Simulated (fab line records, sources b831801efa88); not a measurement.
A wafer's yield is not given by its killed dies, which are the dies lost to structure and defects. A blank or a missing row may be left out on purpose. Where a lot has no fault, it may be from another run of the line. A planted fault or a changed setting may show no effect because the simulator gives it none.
A lot that was struck, set against a sound lot	flow sky130	14 steps out of a route of 708
Sound: these wafers, L885.1, L885.3, L885.6. Wafers L894.1, L894.4, L894.5 were the ones struck. The cause comes at the end.
For every step that has rows: the tool of each side, followed by ch and its chambers, followed by its first start. Under that, the readings that differ: sound wafers	struck wafers	difference of the means	sigmas: that difference in standard deviations of wafers without a fault.
alike: same words and numbers on both sides, and readings whose means sit less than 2 such deviations apart. not compared: any withheld reading, any reading some wafer has no value for, any bound like >300 that may hide the same value, and any number with overlapping values for which the record gives no deviation.
The two part at a step that has a row with sigmas, a row that says differs or no value, or rows on one side only. Numbers that don't overlap but have no deviation are shown without sigmas and don't part them. A reading missing from all wafers of one side parts the sides only when that side holds two or more wafers.

first, 4 steps without rows for these wafers: SKY_LDD_HVN_SOFTBAKE_03 (time 60 s); SKY_LDD_HVN_EXPOSE_04 (exposes mask HVNTM, target cd 700 nm); SKY_LDD_HVN_PEB_05; SKY_LDD_HVN_DEVELOP_06 (develop time 60 s).
SKY_LDD_HVN_OVL_MEAS_07:
  sound: overlay-01 at day 20 16:14; struck: overlay-02 at day 24 10:51
  alike: LDD_HVN_OVL
after that, 1 step had no rows for these wafers: SKY_LDD_HVN_IMPLANT_08.
SKY_LDD_HVN_STRIP_09: strips in O2/N2.
  sound on plasma-asher-01 ch 0,1, day 20 16:26; struck on plasma-asher-01 ch 0,1, day 24 11:02
  alike: drypump-motor-current-A, oes-product-au, strip-time-to-endpoint-s
  not compared: rf-hours-counter-h
SKY_LDD_HVN_TW_MEAS_10:
  sound: film-metro-04 at day 20 16:32; struck: film-metro-03 at day 24 11:08
reading	sound	struck	difference	sigmas
LDD_HVN_TW	1417 1411 1413	1465 1454 1462	+47	+4
then, 4 steps without rows for these wafers: SKY_LDD_HVP_DEHYDRATE_00 (time 60 s); SKY_LDD_HVP_HMDS_01 (prime time 60 s); SKY_LDD_HVP_COAT_02 (resist thk 300 nm); SKY_LDD_HVP_SOFTBAKE_03 (time 60 s).
SKY_LDD_HVP_EXPOSE_04: exposes mask HVPTM, target cd 700 nm.
  sound on iline-stepper-01 ch 0, day 21 07:32; struck on iline-stepper-02 ch 0, day 25 01:31
reading	sound	struck	difference	sigmas
mask	HVPTM#0 HVPTM#0 HVPTM#0	HVPTM_R1#0 HVPTM_R1#0 HVPTM_R1#0	differs	
after that, 1 step had no rows for these wafers: SKY_LDD_HVP_PEB_05.

## WHERE THEY PART
At SKY_LDD_HVN_TW_MEAS_10 first; at SKY_LDD_HVP_EXPOSE_04 last (within this record only).

WHY: whatever the simulator had introduced
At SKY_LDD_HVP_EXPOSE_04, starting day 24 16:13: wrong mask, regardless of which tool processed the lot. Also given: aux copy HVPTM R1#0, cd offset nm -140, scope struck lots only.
